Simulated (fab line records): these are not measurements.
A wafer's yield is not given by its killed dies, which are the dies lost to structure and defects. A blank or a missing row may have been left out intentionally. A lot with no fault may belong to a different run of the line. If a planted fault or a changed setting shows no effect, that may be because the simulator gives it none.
2 desks, one fault | flow gf180mcu | each desk holds nothing but its own numbers, with what lay behind them at the end

## TOOL OWNER'S DESK, pecvd-04
The tool's own readings at GF_PASSIVATION_CVD_00 (deposits SiO2 from TEOS, target thk 1000 nm, time 111.95 s): means of the sampled wafers that have a number, for each lot that ran on this tool. Any lot whose mean is over 4 standard deviations away from the usual mean is out of limits and marked OUT; that distance is given in the brackets.
Columns: A = heaterPowerW at GF_PASSIVATION_CVD_00, usual 703 W; B = runLengthS at GF_PASSIVATION_CVD_00, usual 140.1 s
lot  | first seen here | A   | B
L187 | day 28 17:14    | 688 | 140.2
L188 | day 28 18:26    | 699 | 140.2
L190 | day 29 18:23    | 649 | 140.5
L191 | day 30 09:18    | 716 | 140.1
L192 | day 30 10:17    | 685 | 140.2
L193 | day 30 13:14    | 687 | 140.3
L201 | day 32 13:09    | 613 | 126.2 (-29) OUT
L203 | day 33 00:18    | 674 | 126.6 (-28) OUT
Finding of this desk: L201, L203 out of limits; the first was L201 at day 32 13:09, on runLengthS at GF_PASSIVATION_CVD_00. L187, L188, L190, L191, L192, L193: within limits.

## AT THE METROLOGY DESK
What the gauges read, lot by lot, whatever tool the lot ran on: means of the sampled wafers that have a number. Any lot whose mean is over 4 standard deviations away from the usual mean is out of limits and marked OUT; that distance is given in the brackets.
Columns: A = M2_OVL at GF_M2_OVL_MEAS_15, usual -2 nm; B = V2_BOW at GF_V2_BOW_MEAS_05, usual 100 um; C = V5_OVL at GF_V5_OVL_MEAS_15, usual 0 nm; D = PASSIVATION_CVD_00_THK at GF_PASSIVATION_THK_MEAS_01, usual 1004 nm
lot  | first seen here | A  | B   | C  | D
L187 | day 19 12:17    | 1  | 90  | 5  | 1028
L188 | day 19 21:36    | -4 | 102 | 2  | 1002
L190 | day 21 04:59    | 3  | 97  | -1 | 1001
L191 | day 21 08:41    | -4 | 98  | -4 | 1018
L192 | day 21 13:59    | 2  | 104 | 11 | 986
L193 | day 22 03:29    | -3 | 113 | 3  | 984
L201 | day 24 18:08    | -2 | 105 | 1  | 877 (-9.8) OUT
L202 | day 25 03:30    | -3 | 106 | -3 | 1004
L203 | day 25 07:11    | -8 | 98  | 6  | 882 (-9.4) OUT
L206 | day 26 04:47    | 1  | 98  | 0  | 1001
L208 | day 26 17:47    | -4 | 100 | -5 | 997
L209 | day 27 05:27    | 2  | 103 | 3  | 989
This desk's result: L201, L203 out of limits, first on L201 (PASSIVATION_CVD_00_THK at GF_PASSIVATION_THK_MEAS_01), day 32 13:14. L187, L188, L190, L191, L192, L193, L202, L206, L208, L209: within limits.

## PUT TOGETHER
At day 32 13:09, on L201, L203, the tool owner's desk was in a position to raise an alarm.
L201, L203 would have let the metrology desk raise an alarm at day 32 13:14.
GF_PASSIVATION_CVD_00 was run on pecvd-04 by each of the lots named.

## WHAT THE SIMULATOR PUT IN
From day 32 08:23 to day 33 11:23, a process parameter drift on pecvd-04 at GF_PASSIVATION_CVD_00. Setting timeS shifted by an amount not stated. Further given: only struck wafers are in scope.
Struck lots among those shown: L201, L203.
Fault start to first reading out of limits, in hours, per desk: tool owner, 5; metrology, 5.
